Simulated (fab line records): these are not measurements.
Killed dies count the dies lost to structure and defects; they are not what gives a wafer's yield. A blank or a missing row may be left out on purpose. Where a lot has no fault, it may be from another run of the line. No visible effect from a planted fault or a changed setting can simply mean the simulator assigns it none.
Which tool did it? + flow gf180mcu + Sampling: 12 lots, 36 wafers, 5 of 602 route steps

## WHAT EACH GAUGE READ, for each wafer
GF_VT_IMPLANT_TW_MEAS_21. Usual: VT_IMPLANT_2_TW typically reads 1202, with standard deviation 14.
| lot  | measured     | on            | VT_IMPLANT_2_TW               | flag |
|------|--------------|---------------|-------------------------------|------|
| L373 | day 6 05:13  | film_metro-01 | 1190 1190 1189                |      |
| L377 | day 7 06:42  | film_metro-03 | 1192 1199 1199                |      |
| L378 | day 7 11:31  | film_metro-04 | 1224 1228 1227                |      |
| L381 | day 8 10:55  | film_metro-03 | 1199 1189 1194                |      |
| L382 | day 8 17:36  | film_metro-03 | 1202 1193 1199                |      |
| L383 | day 8 22:06  | film_metro-01 | 1201 1190 1201                |      |
| L384 | day 9 07:17  | film_metro-01 | 1192 1191 1190                |      |
| L387 | day 10 00:52 | film_metro-04 | 1215 1213 1218                |      |
| L388 | day 10 04:26 | film_metro-01 | 1064 1056 1065 1063 1061 1070 | OFF  |
| L389 | day 10 11:19 | film_metro-04 | 1215 1217 1217                |      |
| L390 | day 10 17:50 | film_metro-04 | 1083 1087 1082 1092 1086 1082 | OFF  |
| L396 | day 12 06:17 | film_metro-01 | 1194 1198 1196                |      |

GF_VT_IMPLANT_OVL_MEAS_40. Usual: VT_IMPLANT_03_OVL typically reads -1.3 nm, with standard deviation 1.1.
| lot  | measured     | on         | VT_IMPLANT_03_OVL (nm) | flag |
|------|--------------|------------|------------------------|------|
| L373 | day 7 12:37  | overlay-01 | 0.2 0.8 0.8            |      |
| L377 | day 8 14:49  | overlay-01 | 0.4 -1.7 -0.3          |      |
| L378 | day 8 20:55  | overlay-02 | -2.1 -2.5 -2.9         |      |
| L381 | day 9 18:57  | overlay-02 | -1.0 -1.9 -2.6         |      |
| L382 | day 10 02:25 | overlay-01 | 0.5 -0.5 -0.1          |      |
| L383 | day 10 07:16 | overlay-01 | -1.3 -1.3 -1.4         |      |
| L384 | day 10 15:44 | overlay-02 | -1.3 -0.5 -1.2         |      |
| L387 | day 11 12:32 | overlay-01 | -0.3 -1.4 -1.1         |      |
| L388 | day 11 16:22 | overlay-02 | -3.0 -2.0 -2.7         |      |
| L389 | day 11 23:12 | overlay-02 | -1.5 -2.8 -2.3         |      |
| L390 | day 12 06:26 | overlay-02 | -2.4 -1.5 -1.2         |      |
| L396 | day 13 22:46 | overlay-01 | -1.3 -2.1 -1.5         |      |

## WHICH TOOL RAN EACH LOT (tool, then ch and the chambers of the sampled wafers, then the start)
| lot  | GF_NWELL_STRIP_10                   | GF_MVSD_STRIP_10                    | GF_VT_IMPLANT_IMPLANT_19        |
|------|-------------------------------------|-------------------------------------|---------------------------------|
| L373 | plasma_asher-04 ch 0,1, day 3 07:38 | plasma_asher-01 ch 0,1, day 4 10:33 | implanter-04 ch 0, day 6 05:00  |
| L377 | plasma_asher-02 ch 0,1, day 4 06:02 | plasma_asher-01 ch 0,1, day 5 10:11 | implanter-04 ch 0, day 7 06:29  |
| L378 | plasma_asher-03 ch 0,1, day 4 10:32 | plasma_asher-04 ch 0,1, day 5 13:17 | implanter-04 ch 0, day 7 11:18  |
| L381 | plasma_asher-02 ch 0,1, day 5 04:31 | plasma_asher-04 ch 0,1, day 6 10:35 | implanter-03 ch 0, day 8 10:41  |
| L382 | plasma_asher-04 ch 0,1, day 5 10:37 | plasma_asher-04 ch 0,1, day 6 16:20 | implanter-04 ch 0, day 8 17:23  |
| L383 | plasma_asher-04 ch 0,1, day 5 12:48 | plasma_asher-01 ch 0,1, day 6 20:16 | implanter-03 ch 0, day 8 21:51  |
| L384 | plasma_asher-02 ch 0,1, day 5 20:53 | plasma_asher-01 ch 0, day 7 04:37   | implanter-02 ch 0, day 9 07:02  |
| L387 | plasma_asher-03 ch 0,1, day 6 13:48 | plasma_asher-01 ch 0,1, day 7 22:30 | implanter-02 ch 0, day 10 00:37 |
| L388 | plasma_asher-02 ch 0,1, day 6 18:20 | plasma_asher-04 ch 0,1, day 8 02:18 | implanter-02 ch 0, day 10 04:12 |
| L389 | plasma_asher-03 ch 0,1, day 6 23:19 | plasma_asher-01 ch 0,1, day 8 07:40 | implanter-03 ch 0, day 10 11:05 |
| L390 | plasma_asher-03 ch 0,1, day 7 06:08 | plasma_asher-04 ch 0,1, day 8 14:43 | implanter-02 ch 0, day 10 17:35 |
| L396 | plasma_asher-03 ch 0,1, day 8 13:29 | plasma_asher-03 ch 0,1, day 9 23:08 | implanter-04 ch 0, day 12 06:02 |
- GF_NWELL_STRIP_10: strips in O2/N2.
- GF_MVSD_STRIP_10: strips in O2/N2.
- GF_VT_IMPLANT_IMPLANT_19

## AS READ BY THE TOOLS THEMSELVES (means over the sampled wafers that have a number; for cases with no such wafer, the mark the record gives instead)
GF_NWELL_STRIP_10. Usual: drypump_motor_current_A 5.7 A, standard deviation 0.39; heater_power_w 352 W, standard deviation 16; n2_flow_sccm 299.9 sccm, standard deviation 0.84; oes_product_au 0.722 a.u., standard deviation 0.0045; strip_time_to_endpoint_s 36.94 s, standard deviation 0.099.
| lot  | tool            | drypump_motor_current_A (A) | heater_power_w (W) | n2_flow_sccm (sccm) | oes_product_au (a.u.) | strip_time_to_endpoint_s (s) | flag |
|------|-----------------|-----------------------------|--------------------|---------------------|-----------------------|------------------------------|------|
| L373 | plasma_asher-04 | 5.1                         | 357                | 299.4               | 0.723                 | 36.95                        |      |
| L377 | plasma_asher-02 | 5.8                         | 347                | 299.9               | 0.722                 | 36.91                        |      |
| L378 | plasma_asher-03 | 5.8                         | 349                | 300.5               | 0.722                 | 36.97                        |      |
| L381 | plasma_asher-02 | 5.8                         | 351                | 299.4               | 0.722                 | 36.98                        |      |
| L382 | plasma_asher-04 | 5.1                         | 357                | 299.6               | 0.722                 | 36.97                        |      |
| L383 | plasma_asher-04 | 5.4                         | 363                | 299.1               | 0.723                 | 36.93                        |      |
| L384 | plasma_asher-02 | 6.1                         | 347                | 299.8               | 0.722                 | 36.96                        |      |
| L387 | plasma_asher-03 | 5.8                         | 344                | 299.9               | 0.719                 | 36.81                        |      |
| L388 | plasma_asher-02 | 5.8                         | 356                | 299.7               | 0.723                 | 37.15                        |      |
| L389 | plasma_asher-03 | 5.9                         | 341                | 299.8               | 0.722                 | 37.01                        |      |
| L390 | plasma_asher-03 | 5.9                         | 344                | 300.8               | 0.726                 | 36.98                        |      |
| L396 | plasma_asher-03 | 5.8                         | 348                | 300.5               | 0.723                 | 36.88                        |      |

GF_MVSD_STRIP_10. Usual: drypump_motor_current_A 5.5 A, standard deviation 0.46; heater_power_w 346 W, standard deviation 27; n2_flow_sccm 300.0 sccm, standard deviation 0.82; oes_product_au 0.722 a.u., standard deviation 0.0042; strip_time_to_endpoint_s 36.93 s, standard deviation 0.12.
| lot  | tool            | drypump_motor_current_A (A) | heater_power_w (W) | n2_flow_sccm (sccm) | oes_product_au (a.u.) | strip_time_to_endpoint_s (s) | flag |
|------|-----------------|-----------------------------|--------------------|---------------------|-----------------------|------------------------------|------|
| L373 | plasma_asher-01 | 5.8                         | 332                | 299.6               | 0.719                 | 37.04                        |      |
| L377 | plasma_asher-01 | 5.6                         | 322                | 300.3               | 0.725                 | 36.88                        |      |
| L378 | plasma_asher-04 | 5.4                         | 365                | 300.3               | 0.722                 | 36.86                        |      |
| L381 | plasma_asher-04 | 5.1                         | 364                | 300.7               | 0.723                 | 36.99                        |      |
| L382 | plasma_asher-04 | 5.4                         | 379                | 300.6               | 0.724                 | 36.88                        |      |
| L383 | plasma_asher-01 | 5.8                         | 329                | 300.4               | 0.725                 | 36.79                        |      |
| L384 | plasma_asher-01 | 5.3                         | 316                | 300.5               | 0.723                 | 36.80                        |      |
| L387 | plasma_asher-01 | 5.6                         | 319                | 299.5               | 0.725                 | 36.70                        |      |
| L388 | plasma_asher-04 | 5.1                         | 350                | 299.6               | 0.723                 | 36.89                        |      |
| L389 | plasma_asher-01 | 5.8                         | 330                | 299.3               | 0.724                 | 37.10                        |      |
| L390 | plasma_asher-04 | 5.1                         | 357                | 298.9               | 0.721                 | 37.03                        |      |
| L396 | plasma_asher-03 | 5.8                         | 348                | 300.3               | 0.720                 | 37.25                        |      |

GF_VT_IMPLANT_IMPLANT_19. Usual: tilt_deg 6.998 degrees, standard deviation 0.02.
| lot  | tool         | tilt_deg (degrees) | flag |
|------|--------------|--------------------|------|
| L373 | implanter-04 | 7.010              |      |
| L377 | implanter-04 | 7.005              |      |
| L378 | implanter-04 | 6.995              |      |
| L381 | implanter-03 | 6.999              |      |
| L382 | implanter-04 | 6.998              |      |
| L383 | implanter-03 | 7.005              |      |
| L384 | implanter-02 | 6.971              |      |
| L387 | implanter-02 | 6.992              |      |
| L388 | implanter-02 | 0.028              | OFF  |
| L389 | implanter-03 | 6.987              |      |
| L390 | implanter-02 | 0.005              | OFF  |
| L396 | implanter-04 | 7.038              |      |

## THE ANSWER, worked out from the rows above alone
Rule: a lot counts as off when the mean over its wafers that have a number is more than 3 standard deviations away from the usual mean. A lot without any number at a reading at which 4 lots or more have one is off too. All remaining lots with rows at the step are treated as sound. Order of review: gauges by route order, followed by the tools' own readings, for which a lot's mean as printed above is used. The first step at which some lot is off is used, and at that step the reading that is off furthest; a lot without a number counts as furthest.
Off: L388, L390, at GF_VT_IMPLANT_TW_MEAS_21 (VT_IMPLANT_2_TW).
If a tool, at a process step before that reading, ran all the lots that are off and no sound lot after the first of them, it fits. Not tried: the gauges at GF_VT_IMPLANT_TW_MEAS_21; whatever is off there is also off at GF_VT_IMPLANT_IMPLANT_19, on other tools, and gauge error can't account for it. This does not decide it: 2 tools fit, namely plasma_asher-04 at GF_MVSD_STRIP_10 and implanter-02 at GF_VT_IMPLANT_IMPLANT_19.

## WHAT THE SIMULATOR PUT IN
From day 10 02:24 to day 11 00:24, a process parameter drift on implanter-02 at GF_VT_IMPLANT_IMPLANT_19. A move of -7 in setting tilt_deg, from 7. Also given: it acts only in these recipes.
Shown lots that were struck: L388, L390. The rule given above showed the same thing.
